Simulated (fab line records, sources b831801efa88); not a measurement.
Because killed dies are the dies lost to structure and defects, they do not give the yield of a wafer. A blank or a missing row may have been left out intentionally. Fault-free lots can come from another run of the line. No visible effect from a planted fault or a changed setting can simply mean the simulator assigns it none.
A struck lot beside a sound one || flow sfqLine || 41 steps out of a route of 325
Sound: these wafers, L654.1, L654.3, L654.5. Struck: wafer L664.5 (left out: L664.1, L664.2 of the same lot, which were not struck); the cause appears at the end.
For every step that has rows: the tool of each side, followed by ch and its chambers, followed by its first start. Under that, the readings that differ: sound wafers || struck wafers || difference of the means || sigmas: that difference in standard deviations of wafers without a fault.
alike: readings whose means differ by less than 2 such deviations, and words and numbers that are the same on both sides. not compared: withheld readings, readings that some wafer has no value for, bounds like >300 that may hide the same value, and numbers for which the record gives no deviation and whose values overlap.
The two part at a step that has a row with sigmas, a row that says differs or no value, or rows on one side only. Numbers that have no deviation but don't overlap get no sigmas and don't part them. Lack of a reading on every wafer of one side parts them only where that side has two or more wafers.

first, 6 steps without rows for these wafers: SFQ_TRILAYER_M7_LITHO_COAT_182 (resist thk 62 nm); SFQ_TRILAYER_M7_LITHO_COAT_177 (resist thk 600 nm); SFQ_TRILAYER_M7_LITHO_SOFTBAKE_181; SFQ_TRILAYER_M7_LITHO_EXPOSE_178 (exposes mask M7, target cd 500 nm); SFQ_TRILAYER_M7_LITHO_PEB_180 (peb time 60 s); SFQ_TRILAYER_M7_LITHO_DEVELOP_179 (time 60 s).
SFQ_M7_OVL_MEAS_945:
  sound on overlay-01 at day 72 15:57; struck on overlay-02 at day 77 00:00
  alike: M7_OVL
SFQ_TRILAYER_M7_BARC_OPEN_METAL_ETCH_229: etches BARC in O2, target depth 125 nm, time 41.7 s.
  sound on rieMetal-03 ch 0, day 72 15:59; struck on rieMetal-02 ch 1, day 77 00:02
  alike: biasW, drypumpMotorCurrentA, oesProductAu, rfFwdPowerW
  not compared: rfHoursCounterH
then, 1 step without rows for these wafers: SFQ_TRILAYER_M7_ETCH_METAL_ETCH_180 (etches Nb in Cl2/Ar, stops on SiO2, target depth 240 nm, time 120 s).
SFQ_TRILAYER_M7_STRIP_STRIP_181: strips in O2.
  sound on rieMetal-03 ch 0, day 72 16:10; struck on rieMetal-02 ch 1, day 77 00:13
  alike: drypumpMotorCurrentA, oesProductAu
  not compared: rfHoursCounterH
then, 1 step without rows for these wafers: SFQ_TRILAYER_M7_STRIP_SOLV_CLEAN_182 (cleans in NMP, time 600 s).
SFQ_TRILAYER_I7_DEP_PECVD_183: deposits SiO2 from SiH4/N2O, time 111.11 s, target thk 500 nm.
  sound on pecvd-02 ch 0,1,2, day 72 16:56; struck on pecvd-01 ch 2, day 77 01:00
{"reading": "rfFwdPowerW (W)", "sound": "182.8 181.7 182.5", "struck": 181.0, "difference": -1.3, "sigmas": -3}
  alike: heaterPowerW, throttleValvePct
  not compared: sinceWetCleanH
SFQ_TRILAYER_I7_CMP_CMP_184: polishes SiO2.
  sound on cmp-01 ch 0,2,3, day 72 17:31; struck on cmp-01 ch 3, day 77 03:35
{"reading": "timeToEndpointS (s)", "sound": "220 211 219", "struck": 283, "difference": "+66", "sigmas": "+11"}
{"reading": "model.SiO2_of_TRILAYER_I7_DEP_PECVD_183.thkNm (nm)", "sound": "200.5 199.4 200.4", "struck": 307.4, "difference": "+107.3", "sigmas": ""}
  alike: motorCurrentA
SFQ_I7_BOW_MEAS_946:
  sound on filmMetro-01 at day 72 20:01; struck on filmMetro-03 at day 77 04:05
  alike: I7_BOW
SFQ_TRILAYER_I7_METRO_MEASURE_185:
  sound on filmMetro-01 at day 72 20:08; struck on filmMetro-03 at day 77 04:12
{"reading": "thkNm (nm)", "sound": "200.5 199.5 200.3", "struck": 307.5, "difference": "+107.4", "sigmas": "+98"}
then, 6 steps without rows for these wafers: SFQ_TRILAYER_I7_VIA_LITHO_COAT_192 (resist thk 62 nm); SFQ_TRILAYER_I7_VIA_LITHO_COAT_187 (resist thk 650 nm); SFQ_TRILAYER_I7_VIA_LITHO_SOFTBAKE_191; SFQ_TRILAYER_I7_VIA_LITHO_EXPOSE_188 (exposes mask I7, target cd 1000 nm); SFQ_TRILAYER_I7_VIA_LITHO_PEB_190 (peb time 60 s); SFQ_TRILAYER_I7_VIA_LITHO_DEVELOP_189 (time 60 s).
-- the record jumps here: 5 days lie between the struck wafers' starts before and after --
SFQ_I7_OVL_MEAS_947:
  sound on overlay-01 at day 76 22:57; struck on overlay-01 at day 81 18:44
  alike: I7_OVL
SFQ_TRILAYER_I7_VIA_BARC_OPEN_VIA_ETCH_260: etches BARC in O2, target depth 125 nm, time 41.7 s.
  sound on rieDiel-01 ch 1,3, day 76 22:59; struck on rieDiel-04 ch 3, day 81 18:46
  alike: biasW, drypumpMotorCurrentA, oesProductAu, rfFwdPowerW
  not compared: rfHoursCounterH
SFQ_TRILAYER_I7_VIA_ETCH_VIA_ETCH_190: etches SiO2 in CHF3, stops on Nb, target depth 260 nm.
  sound on rieDiel-01 ch 1,3, day 76 23:02; struck on rieDiel-04 ch 3, day 81 18:49
{"reading": "oesProductAu (a.u.)", "sound": "0.856 0.849 0.850", "struck": 1.007, "difference": "+0.155", "sigmas": "+28"}
{"reading": "rfFwdPowerW (W)", "sound": "496.8 495.0 498.0", "struck": 500.0, "difference": "+3.4", "sigmas": "+2"}
{"reading": "model.I7.featureDepthNm (nm)", "sound": "200.5 199.4 200.4", "struck": 262.1, "difference": "+62.0", "sigmas": ""}
{"reading": "model.etch.depthNm (nm)", "sound": "200.5 199.4 200.4", "struck": 262.1, "difference": "+62.0", "sigmas": ""}
  alike: biasW, drypumpMotorCurrentA
SFQ_TRILAYER_I7_VIA_STRIP_STRIP_191: strips in O2.
  sound on rieMetal-04 ch 0,1, day 76 23:08; struck on rieMetal-01 ch 1, day 81 18:55
  alike: drypumpMotorCurrentA, oesProductAu
  not compared: rfHoursCounterH
then, 8 steps without rows for these wafers: SFQ_TRILAYER_I7_VIA_STRIP_SOLV_CLEAN_192 (cleans in NMP, time 600 s); SFQ_TRILAYER_M8_LITHO_LOR_COAT_197; SFQ_TRILAYER_M8_LITHO_LOR_BAKE_198; SFQ_TRILAYER_M8_LITHO_COAT_193 (resist thk 600 nm); SFQ_TRILAYER_M8_LITHO_SOFTBAKE_199; SFQ_TRILAYER_M8_LITHO_EXPOSE_194 (exposes mask M8, target cd 2000 nm); SFQ_TRILAYER_M8_LITHO_PEB_196 (peb time 60 s); SFQ_TRILAYER_M8_LITHO_DEVELOP_195 (img clear 15 s, time 55 s).
-- the record jumps here: 4 days lie between the struck wafers' starts before and after --
SFQ_M8_OVL_MEAS_948:
  sound on overlay-01 at day 81 12:43; struck on overlay-01 at day 85 16:40
  alike: M8_OVL
then, 3 steps without rows for these wafers: SFQ_TRILAYER_M8_DEP_EVAP_197 (material Ti, target thk 20 nm, time 100 s); SFQ_TRILAYER_M8_DEP_EVAP_198 (material Pt, target thk 50 nm, time 250 s); SFQ_TRILAYER_M8_DEP_EVAP_196 (material Au, target thk 180 nm, time 900 s).
SFQ_M8_RS_MEAS_949: the measuring method here is four-point-probe.
  sound on filmMetro-02 at day 81 13:30; struck on filmMetro-04 at day 85 17:26
{"reading": "M8_AU_RS (ohm/sq)", "sound": "0.1526 0.1528 0.1527", "struck": 0.1567, "difference": "+0.0040", "sigmas": "+3"}
SFQ_M8_THK_MEAS_950: measures by xrf.
  sound on filmMetro-02 at day 81 13:37; struck on filmMetro-04 at day 85 17:34
{"reading": "M8_AU_THK (nm)", "sound": "179.6 178.5 178.5", "struck": 175.5, "difference": -3.4, "sigmas": -2}
then, 1 step without rows for these wafers: SFQ_TRILAYER_M8_LIFTOFF_LIFTOFF_197 (chemistry NMP, time 600 s).
SFQ_M8_BOW_MEAS_951:
  sound on filmMetro-04 at day 81 13:52; struck on filmMetro-02 at day 85 17:47
{"reading": "model.etest.i7.linkOhm", "sound": "1.068 1.069 1.066", "struck": 1e+06, "difference": "+1e+06", "sigmas": ""}
  alike: M8_BOW

## WHERE THEY PART
Earliest at SFQ_TRILAYER_I7_DEP_PECVD_183; latest, in this record, at SFQ_M8_THK_MEAS_950. Later steps at which nothing parts them and some readings are alike: SFQ_M8_BOW_MEAS_951.

WHY: what the simulator had put in
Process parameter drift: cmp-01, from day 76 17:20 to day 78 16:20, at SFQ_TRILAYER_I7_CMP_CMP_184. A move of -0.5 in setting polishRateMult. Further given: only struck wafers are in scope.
